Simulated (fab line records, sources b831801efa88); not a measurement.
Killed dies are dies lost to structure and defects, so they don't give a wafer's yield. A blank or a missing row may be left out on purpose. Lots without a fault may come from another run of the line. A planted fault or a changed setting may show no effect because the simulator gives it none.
Which tool did it? | flow gf180mcu | 6 lots, 18 wafers sampled, at 3 steps of a route of 602

WHAT THE GAUGES READ, wafer by wafer
GF_V1_OVL_MEAS_15.
lot  | measured     | on         | V1_OVL (nm)
L879 | day 18 14:24 | overlay-02 | -1 -1 1
L881 | day 19 10:16 | overlay-01 | -15 -10 -3
L884 | day 20 12:52 | overlay-01 | 1 -8 -7
L886 | day 21 13:50 | overlay-01 | 0 9 4
L890 | day 22 20:58 | overlay-02 | 2 5 0
L900 | day 26 01:41 | overlay-02 | -6 -3 -2

WHICH TOOL RAN EACH LOT (tool, then ch and the chambers of the sampled wafers, then the start)
lot  | GF_CONTACT_EXPOSE_11              | GF_M1_SPUTTER_04
L879 | krf_scanner-02 ch 0, day 16 00:54 | pvd_sputter-02, day 16 13:58
L881 | krf_scanner-02 ch 0, day 16 19:18 | pvd_sputter-01, day 17 08:07
L884 | krf_scanner-01 ch 0, day 17 20:44 | pvd_sputter-01, day 18 09:42
L886 | krf_scanner-01 ch 0, day 18 22:21 | pvd_sputter-01, day 19 12:05
L890 | krf_scanner-02 ch 0, day 20 07:18 | pvd_sputter-03, day 20 20:41
L900 | krf_scanner-02 ch 0, day 23 15:26 | pvd_sputter-03, day 24 04:19
- GF_CONTACT_EXPOSE_11: exposes mask Contact, target cd 220 nm.
- GF_M1_SPUTTER_04: material TiN, target thk 50 nm, time 41.7 s.

THE ANSWER, worked out from the rows above alone
Rule: what is usual is taken from the lots themselves. Put in order of their means at a reading, lots are off if they are a third of the lots or fewer, leave a main group of 4 or more, and stand apart from it by a gap of 3 or more times the standard deviation of the main group's means; of several such gaps the widest counts. A main group whose means are all the same, to the digits that the tables above print for the reading, isn't used. A lot without any number at a reading at which 4 lots or more have one is off too. The other lots that the step has rows for count as sound.
No lot is off at any reading shown: from this, nothing can be told.

WHAT THE SIMULATOR HAD PUT IN
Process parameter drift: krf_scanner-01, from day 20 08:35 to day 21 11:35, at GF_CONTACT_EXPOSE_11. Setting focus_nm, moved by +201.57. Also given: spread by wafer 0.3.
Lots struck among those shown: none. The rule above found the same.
